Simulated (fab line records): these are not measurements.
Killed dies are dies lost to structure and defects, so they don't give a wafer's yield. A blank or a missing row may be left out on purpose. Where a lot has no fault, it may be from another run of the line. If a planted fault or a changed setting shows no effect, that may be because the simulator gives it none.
Which tool is to blame? || flow sky130 || 12 lots with 36 wafers sampled at 5 steps, on a route of 708 steps

== WHAT THE GAUGES READ, wafer by wafer ==
SKY_VIA3_THK_MEAS_01.
{"lot": "L853", "measured": "day 38 10:44", "on": "filmMetro-01", "VIA3_HDPCVD_THK (nm)": "1632 1621 1626"}
{"lot": "L855", "measured": "day 39 02:56", "on": "filmMetro-04", "VIA3_HDPCVD_THK (nm)": "1646 1674 1663"}
{"lot": "L856", "measured": "day 40 02:26", "on": "filmMetro-02", "VIA3_HDPCVD_THK (nm)": "1625 1644 1617"}
{"lot": "L860", "measured": "day 40 20:38", "on": "filmMetro-01", "VIA3_HDPCVD_THK (nm)": "1363 1328 1301"}
{"lot": "L862", "measured": "day 41 12:54", "on": "filmMetro-04", "VIA3_HDPCVD_THK (nm)": "1322 1321 1321"}
{"lot": "L863", "measured": "day 42 00:22", "on": "filmMetro-04", "VIA3_HDPCVD_THK (nm)": "1653 1651 1644"}
{"lot": "L865", "measured": "day 42 04:27", "on": "filmMetro-04", "VIA3_HDPCVD_THK (nm)": "1335 1312 1314"}
{"lot": "L868", "measured": "day 42 23:23", "on": "filmMetro-01", "VIA3_HDPCVD_THK (nm)": "1663 1636 1676"}
{"lot": "L870", "measured": "day 43 10:34", "on": "filmMetro-02", "VIA3_HDPCVD_THK (nm)": "1646 1609 1637"}
{"lot": "L873", "measured": "day 44 21:34", "on": "filmMetro-02", "VIA3_HDPCVD_THK (nm)": "1651 1659 1624"}
{"lot": "L875", "measured": "day 45 01:41", "on": "filmMetro-02", "VIA3_HDPCVD_THK (nm)": "1647 1666 1652"}
{"lot": "L874", "measured": "day 45 02:20", "on": "filmMetro-02", "VIA3_HDPCVD_THK (nm)": "1642 1630 1619"}

== WHAT TOOL EACH LOT RAN ON (gives the tool, then ch and the chambers of the sampled wafers, and finally the start) ==
{"lot": "L853", "SKY_METAL3_SPUTTER_01": "pvdSputter-04, day 36 06:28", "SKY_CAPM_CVD_00": "pecvd-02 ch 0,1, day 36 06:35", "SKY_METAL3_ETCH_17": "rieDiel-02 ch 0,1,3, day 38 09:46", "SKY_VIA3_HDPCVD_00": "hdpcvd-01 ch 0,1, day 38 10:33"}
{"lot": "L855", "SKY_METAL3_SPUTTER_01": "pvdSputter-04, day 36 20:55", "SKY_CAPM_CVD_00": "pecvd-04 ch 0,1,2, day 36 21:02", "SKY_METAL3_ETCH_17": "rieDiel-01 ch 0,1,2, day 39 01:55", "SKY_VIA3_HDPCVD_00": "hdpcvd-02 ch 1,2, day 39 02:46"}
{"lot": "L856", "SKY_METAL3_SPUTTER_01": "pvdSputter-02, day 37 22:41", "SKY_CAPM_CVD_00": "pecvd-02 ch 0,1,2, day 37 22:49", "SKY_METAL3_ETCH_17": "rieDiel-01 ch 0,2,3, day 40 01:27", "SKY_VIA3_HDPCVD_00": "hdpcvd-01 ch 0,1,2, day 40 02:16"}
{"lot": "L860", "SKY_METAL3_SPUTTER_01": "pvdSputter-04, day 38 17:35", "SKY_CAPM_CVD_00": "pecvd-02 ch 0,1, day 38 17:43", "SKY_METAL3_ETCH_17": "rieDiel-02 ch 0,2, day 40 19:41", "SKY_VIA3_HDPCVD_00": "hdpcvd-01 ch 0,2, day 40 20:28"}
{"lot": "L862", "SKY_METAL3_SPUTTER_01": "pvdSputter-04, day 39 10:41", "SKY_CAPM_CVD_00": "pecvd-01 ch 0,2, day 39 10:49", "SKY_METAL3_ETCH_17": "rieDiel-02 ch 0,1,2, day 41 11:56", "SKY_VIA3_HDPCVD_00": "hdpcvd-01 ch 0,2, day 41 12:43"}
{"lot": "L863", "SKY_METAL3_SPUTTER_01": "pvdSputter-04, day 39 22:04", "SKY_CAPM_CVD_00": "pecvd-02 ch 0,1,2, day 39 22:11", "SKY_METAL3_ETCH_17": "rieDiel-03 ch 0,2,3, day 41 23:24", "SKY_VIA3_HDPCVD_00": "hdpcvd-02 ch 0,1, day 42 00:11"}
{"lot": "L865", "SKY_METAL3_SPUTTER_01": "pvdSputter-04, day 40 03:29", "SKY_CAPM_CVD_00": "pecvd-02 ch 0,1,2, day 40 03:37", "SKY_METAL3_ETCH_17": "rieDiel-02 ch 0,1, day 42 03:29", "SKY_VIA3_HDPCVD_00": "hdpcvd-01 ch 0,1, day 42 04:17"}
{"lot": "L868", "SKY_METAL3_SPUTTER_01": "pvdSputter-03, day 40 23:07", "SKY_CAPM_CVD_00": "pecvd-01 ch 0,2, day 40 23:15", "SKY_METAL3_ETCH_17": "rieDiel-02 ch 0,2,3, day 42 22:23", "SKY_VIA3_HDPCVD_00": "hdpcvd-02 ch 0,1,2, day 42 23:16"}
{"lot": "L870", "SKY_METAL3_SPUTTER_01": "pvdSputter-03, day 41 09:31", "SKY_CAPM_CVD_00": "pecvd-01 ch 1,2, day 41 09:38", "SKY_METAL3_ETCH_17": "rieDiel-02 ch 0,1, day 43 09:33", "SKY_VIA3_HDPCVD_00": "hdpcvd-02 ch 0,1, day 43 10:20"}
{"lot": "L873", "SKY_METAL3_SPUTTER_01": "pvdSputter-03, day 42 22:05", "SKY_CAPM_CVD_00": "pecvd-04 ch 0,1,2, day 42 22:13", "SKY_METAL3_ETCH_17": "rieDiel-01 ch 2,3, day 44 20:37", "SKY_VIA3_HDPCVD_00": "hdpcvd-02 ch 0,2, day 44 21:24"}
{"lot": "L875", "SKY_METAL3_SPUTTER_01": "pvdSputter-02, day 43 02:53", "SKY_CAPM_CVD_00": "pecvd-02 ch 1,2, day 43 03:01", "SKY_METAL3_ETCH_17": "rieDiel-01 ch 1,3, day 45 00:44", "SKY_VIA3_HDPCVD_00": "hdpcvd-01 ch 0,1,2, day 45 01:31"}
{"lot": "L874", "SKY_METAL3_SPUTTER_01": "pvdSputter-02, day 43 03:38", "SKY_CAPM_CVD_00": "pecvd-02 ch 1,2, day 43 03:46", "SKY_METAL3_ETCH_17": "rieDiel-03 ch 0,1,2, day 45 01:19", "SKY_VIA3_HDPCVD_00": "hdpcvd-01 ch 0,1,2, day 45 02:09"}
- SKY_METAL3_SPUTTER_01: material TiN, target thk 20 nm, time 16.7 s.
- SKY_CAPM_CVD_00: deposits SiO2, target thk 15.5 nm.
- SKY_METAL3_ETCH_17: etches SiO2 in C4F8/O2/Ar, stops on TiN, time 3.9 s, target depth 15 nm.
- SKY_VIA3_HDPCVD_00: deposits SiO2, target thk 1635 nm, time 272.5 s.

== AS READ BY THE TOOLS THEMSELVES (means over the sampled wafers that have a number; for cases with no such wafer, the mark the record gives instead) ==
SKY_METAL3_SPUTTER_01.
{"lot": "L853", "tool": "pvdSputter-04", "throttleValvePct (%)": 29.8}
{"lot": "L855", "tool": "pvdSputter-04", "throttleValvePct (%)": 30.7}
{"lot": "L856", "tool": "pvdSputter-02", "throttleValvePct (%)": 29.2}
{"lot": "L860", "tool": "pvdSputter-04", "throttleValvePct (%)": 30.6}
{"lot": "L862", "tool": "pvdSputter-04", "throttleValvePct (%)": 30.3}
{"lot": "L863", "tool": "pvdSputter-04", "throttleValvePct (%)": 30.6}
{"lot": "L865", "tool": "pvdSputter-04", "throttleValvePct (%)": 30.9}
{"lot": "L868", "tool": "pvdSputter-03", "throttleValvePct (%)": 29.7}
{"lot": "L870", "tool": "pvdSputter-03", "throttleValvePct (%)": 29.5}
{"lot": "L873", "tool": "pvdSputter-03", "throttleValvePct (%)": 29.4}
{"lot": "L875", "tool": "pvdSputter-02", "throttleValvePct (%)": 30.0}
{"lot": "L874", "tool": "pvdSputter-02", "throttleValvePct (%)": 29.2}

SKY_CAPM_CVD_00.
{"lot": "L853", "tool": "pecvd-02", "heaterPowerW (W)": 652}
{"lot": "L855", "tool": "pecvd-04", "heaterPowerW (W)": 702}
{"lot": "L856", "tool": "pecvd-02", "heaterPowerW (W)": 681}
{"lot": "L860", "tool": "pecvd-02", "heaterPowerW (W)": 825}
{"lot": "L862", "tool": "pecvd-01", "heaterPowerW (W)": 770}
{"lot": "L863", "tool": "pecvd-02", "heaterPowerW (W)": 739}
{"lot": "L865", "tool": "pecvd-02", "heaterPowerW (W)": 722}
{"lot": "L868", "tool": "pecvd-01", "heaterPowerW (W)": 747}
{"lot": "L870", "tool": "pecvd-01", "heaterPowerW (W)": 594}
{"lot": "L873", "tool": "pecvd-04", "heaterPowerW (W)": 707}
{"lot": "L875", "tool": "pecvd-02", "heaterPowerW (W)": 574}
{"lot": "L874", "tool": "pecvd-02", "heaterPowerW (W)": 635}

SKY_METAL3_ETCH_17.
{"lot": "L853", "tool": "rieDiel-02", "biasW (W)": 1199, "oesProductAu (a.u.)": 0.753}
{"lot": "L855", "tool": "rieDiel-01", "biasW (W)": 1199, "oesProductAu (a.u.)": 0.758}
{"lot": "L856", "tool": "rieDiel-01", "biasW (W)": 1200, "oesProductAu (a.u.)": 0.756}
{"lot": "L860", "tool": "rieDiel-02", "biasW (W)": 1197, "oesProductAu (a.u.)": 0.753}
{"lot": "L862", "tool": "rieDiel-02", "biasW (W)": 1200, "oesProductAu (a.u.)": 0.754}
{"lot": "L863", "tool": "rieDiel-03", "biasW (W)": 1195, "oesProductAu (a.u.)": 0.755}
{"lot": "L865", "tool": "rieDiel-02", "biasW (W)": 1200, "oesProductAu (a.u.)": 0.763}
{"lot": "L868", "tool": "rieDiel-02", "biasW (W)": 1199, "oesProductAu (a.u.)": 0.752}
{"lot": "L870", "tool": "rieDiel-02", "biasW (W)": 1201, "oesProductAu (a.u.)": 0.761}
{"lot": "L873", "tool": "rieDiel-01", "biasW (W)": 1201, "oesProductAu (a.u.)": 0.764}
{"lot": "L875", "tool": "rieDiel-01", "biasW (W)": 1199, "oesProductAu (a.u.)": 0.747}
{"lot": "L874", "tool": "rieDiel-03", "biasW (W)": 1197, "oesProductAu (a.u.)": 0.753}

SKY_VIA3_HDPCVD_00.
{"lot": "L853", "tool": "hdpcvd-01", "pressureMtorr (mTorr)": 5.988, "sih4FlowSccm (sccm)": 60.03}
{"lot": "L855", "tool": "hdpcvd-02", "pressureMtorr (mTorr)": 5.998, "sih4FlowSccm (sccm)": 60.05}
{"lot": "L856", "tool": "hdpcvd-01", "pressureMtorr (mTorr)": 6.009, "sih4FlowSccm (sccm)": 60.04}
{"lot": "L860", "tool": "hdpcvd-01", "pressureMtorr (mTorr)": 5.999, "sih4FlowSccm (sccm)": 47.93}
{"lot": "L862", "tool": "hdpcvd-01", "pressureMtorr (mTorr)": 6.011, "sih4FlowSccm (sccm)": 47.99}
{"lot": "L863", "tool": "hdpcvd-02", "pressureMtorr (mTorr)": 6.000, "sih4FlowSccm (sccm)": 60.11}
{"lot": "L865", "tool": "hdpcvd-01", "pressureMtorr (mTorr)": 6.010, "sih4FlowSccm (sccm)": 48.01}
{"lot": "L868", "tool": "hdpcvd-02", "pressureMtorr (mTorr)": 6.009, "sih4FlowSccm (sccm)": 60.12}
{"lot": "L870", "tool": "hdpcvd-02", "pressureMtorr (mTorr)": 5.990, "sih4FlowSccm (sccm)": 60.05}
{"lot": "L873", "tool": "hdpcvd-02", "pressureMtorr (mTorr)": 6.012, "sih4FlowSccm (sccm)": 59.61}
{"lot": "L875", "tool": "hdpcvd-01", "pressureMtorr (mTorr)": 6.007, "sih4FlowSccm (sccm)": 59.88}
{"lot": "L874", "tool": "hdpcvd-01", "pressureMtorr (mTorr)": 6.000, "sih4FlowSccm (sccm)": 59.89}

== THE ANSWER, worked out from the rows above alone ==
Rule: the lots themselves supply what counts as usual. The widest of any qualifying gaps counts: lots, ordered by their means at a reading, are off when they make up no more than a third of the lots, leave a main group of 4 or more, and stand apart from it by 3 or more times the standard deviation of that group's means. Not used: any main group whose means are identical at the precision the tables above print for the reading. Also off: a lot with no number at a reading for which 4 or more lots have one. The other lots that the step has rows for count as sound. First the gauges in route order, then the tools' own readings, where a lot's mean is used as printed above. At the first step where some lot is off, the reading lying furthest off is the one used; lots without a number count as furthest.
Off: at SKY_VIA3_THK_MEAS_01 (VIA3_HDPCVD_THK), L860, L862, L865. The main group has a mean of 1643 nm with a standard deviation of 13.
If a tool, at a process step before that reading, ran all the lots that are off and no sound lot after the first of them, it fits. Not tried: the gauges at SKY_VIA3_THK_MEAS_01; whatever is off there is also off at SKY_VIA3_HDPCVD_00, on other tools, and gauge error can't account for it. Of those tried, none fits.

== WHAT THE SIMULATOR HAD INSERTED ==
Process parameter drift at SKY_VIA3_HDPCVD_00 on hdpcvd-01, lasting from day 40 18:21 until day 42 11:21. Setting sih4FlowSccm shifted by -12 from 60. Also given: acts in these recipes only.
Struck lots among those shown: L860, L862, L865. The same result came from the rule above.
